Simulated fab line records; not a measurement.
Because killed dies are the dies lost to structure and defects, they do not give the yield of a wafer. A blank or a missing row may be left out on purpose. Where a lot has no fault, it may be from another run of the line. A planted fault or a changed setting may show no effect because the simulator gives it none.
Matching of chambers -- flow gf180mcu -- GF_V2_CVD_02 on pecvd-01: 3 sister chambers
The step deposits SiO2 from TEOS, target thk 850 nm, time 94.851 s. 14 wafers are shown with their chamber, then 7 later ones without.

## WAFERS PAIRED WITH THEIR CHAMBERS
wafer,chamber,heaterPowerW (W)
L368.1,1,711
L368.3,0,635
L368.4,1,591
L369.2,2,736
L369.4,2,762
L369.6,0,688
L370.1,2,768
L370.2,1,699
L370.5,2,635
L371.2,1,656
L371.3,2,733
L371.4,2,759
L377.1,0,638
L377.4,1,701

SIGNATURES (means of the wafers above)
reading,chamber 0,chamber 1,chamber 2,scatter within a chamber
heaterPowerW,653.67,671.60,732.17,46.7
Rule: a wafer's distance from a chamber is the root of the sum, over the readings, of the square of ((its reading less the chamber's mean) divided by the reading's scatter). If the next closest chamber is less than 2 further off than the closest, the wafer can't be placed; otherwise it belongs to the closest. The scatter: take each reading less its chamber's mean, square it, sum over the shown wafers, divide by the number of wafers less the number of chambers, and take the root.

## WAFERS WITHOUT THEIR CHAMBER
wafer,heaterPowerW (W)
L377.5,705
L378.1,749
L378.3,760
L378.5,629
L379.3,718
L379.5,727
L379.6,761

## THE CHAMBER EACH PASSED THROUGH
wafer,from the rows above,in truth
L377.5,can't be placed: 2 or 1 or 0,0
L378.1,can't be placed: 2 or 1 or 0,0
L378.3,can't be placed: 2 or 1 or 0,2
L378.5,can't be placed: 0 or 1 or 2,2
L379.3,can't be placed: 2 or 1 or 0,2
L379.5,can't be placed: 2 or 1 or 0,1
L379.6,can't be placed: 2 or 1 or 0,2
0 of 7 placed correctly. Unplaceable from these rows: 7, with the true chamber sitting among the candidates in 7. 0 placed wrongly.
